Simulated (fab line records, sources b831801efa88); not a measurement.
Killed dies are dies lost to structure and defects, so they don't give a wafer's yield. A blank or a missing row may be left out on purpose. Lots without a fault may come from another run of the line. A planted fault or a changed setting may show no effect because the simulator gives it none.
fab line records | flow sky130
record lots=12 wafers=36 last_day=51
route steps=708 shown FIELD_ISO@1 PWDE@53 VT_ADJUST_HVTP@92 PAD_OPEN@708
lots that met no fault: from a run of the same line without faults
start_h: hours from the record's first day to the start of the lot's first wafer shown | wait_h: hours since the lot's step before | " the same as in the row above | L1.1+2: a row that stands for several wafers | - no value, or no start given | * or withheld: withheld | < > ~ a bound
route shown NAME@n: a module of which the file shows steps, and the number in the route of the first | usual: mean/standard deviation of fault-free wafers | same: alike in all rows | chamber/n: place in a boat | sites: the reading at each site | _std_site: their standard deviation | _edge_site: outer sites' mean less inner sites' | radius_mm: how far each site lies from the wafer's centre | mask NAME#n: copy n | behind: the tool/chamber that last shaped the wafer | hold: why the lot was held/for how many hours/how that ended | device: the transistor (n, p or np) that didn't switch | end of line: the same wafers' tests at the end of the route | a step without rows: its recipe alone | killed: dies lost to structure and defects at the first sort, not the wafer's yield | map: a wafer's dies, x killed, . not, _ none there
set.NAME: the setting as run; set.NAME@STEP: as run at that earlier step | model.NAME: the simulator's own value behind a step, which no gauge read
steps of the route over a sample of lots; a table a step, a row a wafer
services: from which hour (start_h, from the record's first day; less than 0 if before it) a tool's chamber was out of use, for how many hours, and why
## steps
# step SKY_FIELD_ISO_BOW_MEAS_00
# recipe mode=bow
# usual INCOMING_BOW=1/7.1
# columns lot.wafer tool chamber start_h wait_h INCOMING_BOW[um]
L300.1 film_metro-02 - 10.00 - 5
L300.2 " - " " 2
L300.4 " - " " 2
L302.1 film_metro-01 - 20.00 - -1
L302.2 " - " " 7
L302.4 " - " " 6
L303.3 film_metro-01 - 25.04 - -10
L303.4 " - " " 1
L303.5 " - " " 20
L304.3 film_metro-02 - 30.04 - -2
L304.4 " - " " -6
L304.5 " - " " 0
L305.1 film_metro-02 - 35.00 - -8
L305.3 " - " " 2
L305.4 " - " " -3
L314.3 film_metro-01 - 80.04 - -9
L314.4 " - " " -7
L314.6 " - " " -11
L315.1 film_metro-01 - 85.00 - 7
L315.3 " - " " 8
L315.4 " - " " -12
L316.2 film_metro-03 - 90.02 - -4
L316.4 " - " " 15
L316.5 " - " " -10
L317.1 film_metro-02 - 95.00 - -2
L317.4 " - " " -3
L317.6 " - " " 5
L320.2 film_metro-03 - 110.02 - -10
L320.4 " - " " -11
L320.6 " - " " -7
L322.1 film_metro-01 - 120.00 - 6
L322.2 " - " " 2
L322.5 " - " " 1
L323.2 film_metro-02 - 125.02 - 9
L323.4 " - " " -9
L323.5 " - " " -3
# step SKY_FIELD_ISO_THK_MEAS_23
# recipe reads=SiO2_of_FIELD_ISO_OXIDATION_22
# usual FIELD_ISO_OXIDATION_01_THK=10.00/0.16
# columns lot.wafer tool chamber start_h wait_h FIELD_ISO_OXIDATION_01_THK[nm]
L300.1 film_metro-01 - 31.11 0.0 9.86
L300.2 " - " " 9.81
L300.4 " - " " 9.83
L302.1 film_metro-01 - 42.20 0.0 10.15
L302.2 " - " " 10.13
L302.4 " - " " 10.07
L303.3 film_metro-02 - 50.32 0.0 9.71
L303.4 " - " " 9.74
L303.5 " - " " 9.70
L304.3 film_metro-02 - 55.60 0.0 10.03
L304.4 " - " " 9.90
L304.5 " - " " 9.98
L305.1 film_metro-03 - 58.28 0.0 9.90
L305.3 " - " " 10.12
L305.4 " - " " 9.87
L314.3 film_metro-02 - 105.83 0.0 9.95
L314.4 " - " " 9.73
L314.6 " - " " 9.71
L315.1 film_metro-01 - 116.98 0.0 9.99
L315.3 " - " " 9.96
L315.4 " - " " 10.00
L316.2 film_metro-02 - 116.99 0.0 9.65
L316.4 " - " " 9.79
L316.5 " - " " 9.73
L317.1 film_metro-02 - 128.25 0.0 9.97
L317.4 " - " " 10.01
L317.6 " - " " 9.84
L320.2 film_metro-01 - 140.89 0.0 9.91
L320.4 " - " " 9.90
L320.6 " - " " 10.19
L322.1 film_metro-03 - 150.46 0.0 10.08
L322.2 " - " " 10.27
L322.5 " - " " 10.01
L323.2 film_metro-02 - 154.69 0.0 10.17
L323.4 " - " " 10.10
L323.5 " - " " 10.09
# step SKY_PWDE_IMPLANT_08
# recipe species=B energy_kev=150 dose_cm2=3.6e+12 tilt_deg=withheld
# usual dose_ions_cm2=3.6e+12/3.9e+09 faraday_current_uA=20.2/0.4
# columns lot.wafer tool chamber start_h wait_h dose_ions_cm2 faraday_current_uA
L300.1 implanter-02 0 66.97 0.0 3.602e+12 19.6
L300.2 " 0 " " 3.589e+12 19.6
L300.4 " 0 " " 3.595e+12 19.9
L302.1 implanter-04 0 86.49 0.0 3.604e+12 20.4
L302.2 " 0 " " 3.6e+12 20.3
L302.4 " 0 " " 3.606e+12 20.6
L303.3 implanter-03 0 95.94 0.1 3.599e+12 20.0
L303.4 " 0 " " 3.6e+12 20.1
L303.5 " 0 " " 3.605e+12 20.1
L305.1 implanter-04 0 99.92 0.0 3.597e+12 19.9
L305.3 " 0 " " 3.598e+12 20.8
L305.4 " 0 " " 3.595e+12 20.7
L304.3 implanter-02 0 100.69 0.1 3.597e+12 20.4
L304.4 " 0 " " 3.595e+12 20.4
L304.5 " 0 " " 3.603e+12 20.0
L314.3 implanter-02 0 156.99 0.1 3.602e+12 20.6
L314.4 " 0 " " 3.605e+12 20.9
L314.6 " 0 " " 3.606e+12 19.5
L315.1 implanter-04 0 172.19 0.0 3.597e+12 20.7
L315.3 " 0 " " 3.599e+12 20.6
L315.4 " 0 " " 3.597e+12 20.3
L316.2 implanter-03 0 173.15 0.0 3.603e+12 20.4
L316.4 " 0 " " 3.599e+12 20.6
L316.5 " 0 " " 3.609e+12 21.2
L317.1 implanter-03 0 183.26 0.0 3.603e+12 20.2
L317.4 " 0 " " 3.603e+12 20.2
L317.6 " 0 " " 3.603e+12 20.1
L320.2 implanter-04 0 192.94 0.0 3.602e+12 19.5
L320.4 " 0 " " 3.601e+12 19.6
L320.6 " 0 " " 3.599e+12 20.6
L322.1 implanter-03 0 199.29 0.0 3.601e+12 20.6
L322.2 " 0 " " 3.596e+12 20.3
L322.5 " 0 " " 3.602e+12 20.6
L323.2 implanter-04 0 203.09 0.0 3.599e+12 20.0
L323.4 " 0 " " 3.6e+12 20.0
L323.5 " 0 " " 3.603e+12 19.8
# step SKY_PWDE_TW_MEAS_10
# usual PWDE_TW=375/3.1
# columns lot.wafer tool chamber start_h wait_h PWDE_TW
L300.1 film_metro-02 - 67.22 0.1 369
L300.2 " - " " 370
L300.4 " - " " 370
L302.1 film_metro-02 - 86.74 0.1 370
L302.2 " - " " 369
L302.4 " - " " 369
L303.3 film_metro-03 - 96.16 0.1 377
L303.4 " - " " 376
L303.5 " - " " 377
L305.1 film_metro-04 - 100.17 0.1 376
L305.3 " - " " 376
L305.4 " - " " 377
L304.3 film_metro-02 - 100.91 0.1 375
L304.4 " - " " 373
L304.5 " - " " 375
L314.3 film_metro-04 - 157.21 0.1 377
L314.4 " - " " 373
L314.6 " - " " 366
L315.1 film_metro-03 - 172.44 0.1 379
L315.3 " - " " 378
L315.4 " - " " 377
L316.2 film_metro-03 - 173.38 0.1 377
L316.4 " - " " 378
L316.5 " - " " 379
L317.1 film_metro-04 - 183.51 0.1 375
L317.4 " - " " 376
L317.6 " - " " 375
L320.2 film_metro-03 - 193.17 0.1 377
L320.4 " - " " 375
L320.6 " - " " 378
L322.1 film_metro-03 - 199.54 0.1 378
L322.2 " - " " 379
L322.5 " - " " 378
L323.2 film_metro-03 - 203.32 0.1 376
L323.4 " - " " 378
L323.5 " - " " 379
# step SKY_NWELL_RS_MEAS_31
# recipe thk_meas_gauge=four-point-probe
# usual PWDE_RS=5277/15
# columns lot.wafer tool chamber start_h wait_h PWDE_RS[ohm/sq]
L300.1 film_metro-03 - 103.76 0.1 5286
L300.2 " - " " 5284
L300.4 " - " " 5283
L302.1 film_metro-02 - 123.36 0.1 5288
L302.2 " - " " 5294
L302.4 " - " " 5292
L303.3 film_metro-04 - 132.35 0.1 5294
L303.4 " - " " 5289
L303.5 " - " " 5291
L305.1 film_metro-02 - 136.19 0.1 5262
L305.3 " - " " 5238
L305.4 " - " " 5250
L304.3 film_metro-04 - 137.75 0.1 5286
L304.4 " - " " 5279
L304.5 " - " " 5277
L314.3 film_metro-03 - 200.39 0.1 5278
L314.4 " - " " 5265
L314.6 " - " " 5612
L315.1 film_metro-04 - 215.41 0.1 5295
L315.3 " - " " 5281
L315.4 " - " " 5284
L316.2 film_metro-04 - 216.43 0.1 5276
L316.4 " - " " 5294
L316.5 " - " " 5272
L317.1 film_metro-02 - 227.86 0.1 5289
L317.4 " - " " 5286
L317.6 " - " " 5279
L320.2 film_metro-03 - 238.73 0.1 5272
L320.4 " - " " 5276
L320.6 " - " " 5286
L322.1 film_metro-03 - 245.69 0.1 5273
L322.2 " - " " 5250
L322.5 " - " " 5255
L323.2 film_metro-04 - 249.79 0.1 5298
L323.4 " - " " 5285
L323.5 " - " " 5296
# step SKY_VT_ADJUST_HVTP_CD_MEAS_07
# recipe target_cd_nm=380
# usual cd_nm=380.1/2.8
# columns lot.wafer tool chamber start_h wait_h cd_nm
L300.1 cd_sem-01 - 121.27 0.1 380.5
L300.2 " - " " 381.3
L300.4 " - " " 380.0
L302.1 cd_sem-02 - 141.64 0.1 374.8
L302.2 " - " " 372.9
L302.4 " - " " 374.1
L303.3 cd_sem-01 - 149.68 0.1 378.0
L303.4 " - " " 378.8
L303.5 " - " " 380.6
L305.1 cd_sem-01 - 155.04 0.1 378.2
L305.3 " - " " 377.9
L305.4 " - " " 378.8
L304.3 cd_sem-01 - 155.68 0.1 378.3
L304.4 " - " " 378.6
L304.5 " - " " 379.7
L314.3 cd_sem-01 - 222.23 0.1 381.0
L314.4 " - " " 381.7
L314.6 " - " " 380.5
L315.1 cd_sem-02 - 237.72 0.1 378.6
L315.3 " - " " 382.3
L315.4 " - " " 377.0
L316.2 cd_sem-02 - 238.30 0.1 382.8
L316.4 " - " " 382.6
L316.5 " - " " 382.7
L317.1 cd_sem-02 - 251.22 0.1 382.4
L317.4 " - " " 380.1
L317.6 " - " " 378.6
L320.2 cd_sem-01 - 261.80 0.1 382.5
L320.4 " - " " 382.4
L320.6 " - " " 383.7
L322.1 cd_sem-01 - 269.68 0.1 383.7
L322.2 " - " " 384.4
L322.5 " - " " 385.1
L323.2 cd_sem-02 - 274.00 0.1 381.9
L323.4 " - " " 382.6
L323.5 " - " " 381.5
# step SKY_PAD_OPEN_PROBE_99
# usual killed_at_M0_to_M3=44/7.4 killed_at_M4_up=3.1/1.8 killed_at_contacts=25/6 killed_at_front_end=15/4.4 killed_at_other=0.3/0.49 killed_dies=88/10 killed_open=48/7.4 killed_short=39/6.3
# same gross_dies=492 killed_at_back_side=0
# columns lot.wafer tool chamber start_h wait_h killed_at_M0_to_M3 killed_at_M4_up killed_at_contacts killed_at_front_end killed_at_other killed_dies killed_open killed_short
L302.1 prober-02 - 1098.19 0.1 49 7 14 12 0 82 39 43
L302.2 prober-02 - 1098.24 0.1 42 2 26 8 1 79 43 36
L302.4 prober-02 - 1098.34 0.2 47 2 22 16 0 87 46 41
L304.3 prober-01 - 1118.10 0.2 51 3 15 12 0 81 46 35
L304.4 prober-01 - 1118.15 0.2 58 3 16 13 0 90 49 41
L304.5 prober-01 - 1118.20 0.2 34 2 18 13 0 67 32 35
L314.3 prober-02 - 1178.40 0.2 53 1 25 19 1 99 55 43
L314.4 prober-02 - 1178.45 0.2 42 1 18 14 0 75 47 28
L314.6 prober-02 - 1178.55 0.2 44 3 25 13 1 86 51 34
L315.1 prober-01 - 1184.65 0.1 41 5 21 13 0 80 46 34
L315.3 prober-01 - 1184.75 0.2 47 4 25 18 0 94 47 47
L315.4 prober-01 - 1184.80 0.2 49 4 24 29 0 106 55 51
# killed by level:class
L302.1 VIA1:geometric_particle:open=11 METAL2:geometric_particle:short=9 LI_CONTACT:geometric_particle:open=7 VIA2:geometric_particle:short=6 METAL4:geometric_particle:short=6 VIA2:geometric_particle:open=5 VIA3:geometric_particle:open=5 POLY_GATE:geometric_particle:short=4
L302.2 VIA2:geometric_particle:open=9 VIA1:geometric_particle:open=8 LI_CONTACT:geometric_particle:open=7 CONTACT:geometric_particle:open=7 METAL1:geometric_particle:short=6 LI_CONTACT:geometric_particle:short=5 LOCAL_INTERCONNECT:geometric_particle:short=4 VIA1:geometric_particle:short=4
L302.4 VIA2:geometric_particle:short=8 LI_CONTACT:geometric_particle:open=7 VIA1:geometric_particle:open=7 CONTACT:geometric_particle:open=6 METAL1:geometric_particle:short=6 VIA2:geometric_particle:open=6 VIA3:geometric_particle:open=6 POLY_GATE:geometric_particle:short=5
L304.3 VIA1:geometric_particle:open=12 VIA2:geometric_particle:open=11 METAL1:geometric_particle:short=7 POLY_GATE:geometric_particle:short=5 CONTACT:geometric_particle:open=5 LI_CONTACT:geometric_particle:open=5 VIA1:geometric_particle:short=4 VIA2:geometric_particle:short=4
L304.4 VIA1:geometric_particle:open=14 VIA2:geometric_particle:open=10 VIA1:geometric_particle:short=7 METAL2:geometric_particle:short=7 VIA3:geometric_particle:open=7 CONTACT:geometric_particle:open=6 FIELD_ISO:geometric_particle:short=3 FIELD_ISO:geometric_particle:open=3
L304.5 VIA1:geometric_particle:open=9 CONTACT:geometric_particle:open=8 METAL1:geometric_particle:short=4 VIA1:geometric_particle:short=4 VIA3:geometric_particle:short=4 VIA3:geometric_particle:open=4 FIELD_ISO:geometric_particle:open=3 FIELD_ISO:geometric_particle:short=3
L314.3 LI_CONTACT:geometric_particle:open=10 CONTACT:geometric_particle:open=9 VIA1:geometric_particle:open=9 VIA2:geometric_particle:open=9 VIA3:geometric_particle:open=9 VIA2:geometric_particle:short=8 METAL1:geometric_particle:short=6 POLY_GATE:geometric_particle:open=5
L314.4 VIA1:geometric_particle:open=10 CONTACT:geometric_particle:open=7 LI_CONTACT:geometric_particle:open=7 POLY_GATE:geometric_particle:short=6 VIA2:geometric_particle:open=6 METAL1:geometric_particle:short=5 VIA1:geometric_particle:short=4 VIA3:geometric_particle:open=4
L314.6 CONTACT:geometric_particle:open=12 VIA3:geometric_particle:open=9 VIA1:geometric_particle:short=6 VIA1:geometric_particle:open=6 POLY_GATE:geometric_particle:short=5 VIA2:geometric_particle:open=5 LI_CONTACT:geometric_particle:open=5 METAL1:geometric_particle:short=5
L315.1 VIA1:geometric_particle:open=17 CONTACT:geometric_particle:open=7 LI_CONTACT:geometric_particle:open=5 VIA2:geometric_particle:open=5 VIA2:geometric_particle:short=5 LI_CONTACT:geometric_particle:short=4 LOCAL_INTERCONNECT:geometric_particle:short=4 METAL4:geometric_particle:short=4
L315.3 CONTACT:geometric_particle:open=9 LI_CONTACT:geometric_particle:open=8 METAL2:geometric_particle:short=8 VIA2:geometric_particle:open=8 VIA1:geometric_particle:open=7 FIELD_ISO:geometric_particle:open=5 FIELD_ISO:geometric_particle:short=5 VIA3:geometric_particle:short=5
L315.4 FIELD_ISO:geometric_particle:open=10 CONTACT:geometric_particle:open=10 VIA3:geometric_particle:open=8 VIA1:geometric_particle:open=8 FIELD_ISO:geometric_particle:short=6 METAL2:geometric_particle:short=6 VIA2:geometric_particle:open=6 LI_CONTACT:geometric_particle:open=5
## services
# columns tool chamber start_h hours kind
implanter-03 - 123.27 5.1 repair
implanter-03 - 141.47 2.1 repair
implanter-04 - 174.49 5.6 pm
implanter-04 - 182.99 5.7 repair
implanter-04 - 185.94 1.0 repair
implanter-04 - 190.07 1.7 repair
implanter-02 - 197.27 27.1 repair
implanter-02 - 197.61 2.2 repair
## key
first_sign step=SKY_PWDE_TW_MEAS_10 reading=PWDE_TW direction=down sigmas=3.1 usual=375 struck=366
effect step=SKY_NWELL_RS_MEAS_31 reading=PWDE_RS direction=up sigmas=22 usual=5277 struck=5612
met_at SKY_PWDE_IMPLANT_08
struck_lots L314
struck_wafers L314.6
tester_left_out L314
not_acting_at SKY_FIELD_ISO_BOW_MEAS_00,SKY_FIELD_ISO_THK_MEAS_23,SKY_VT_ADJUST_HVTP_CD_MEAS_07
onset_between 100.69 156.99
fault kind=process_parameter_drift tool=implanter-02 chamber=- onset_h=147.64 steps=SKY_PWDE_IMPLANT_08 channel=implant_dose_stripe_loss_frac offset=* shape=step end_h=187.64 scope=struck_wafers_only
# tester_left_out: of these lots the tester's yield and bins aren't shown, on N5 and GAA mostly nor the transistor test; their killed dies are dies lost to structure and defects alone, not to doping, threshold or leakage, so they don't give the yield
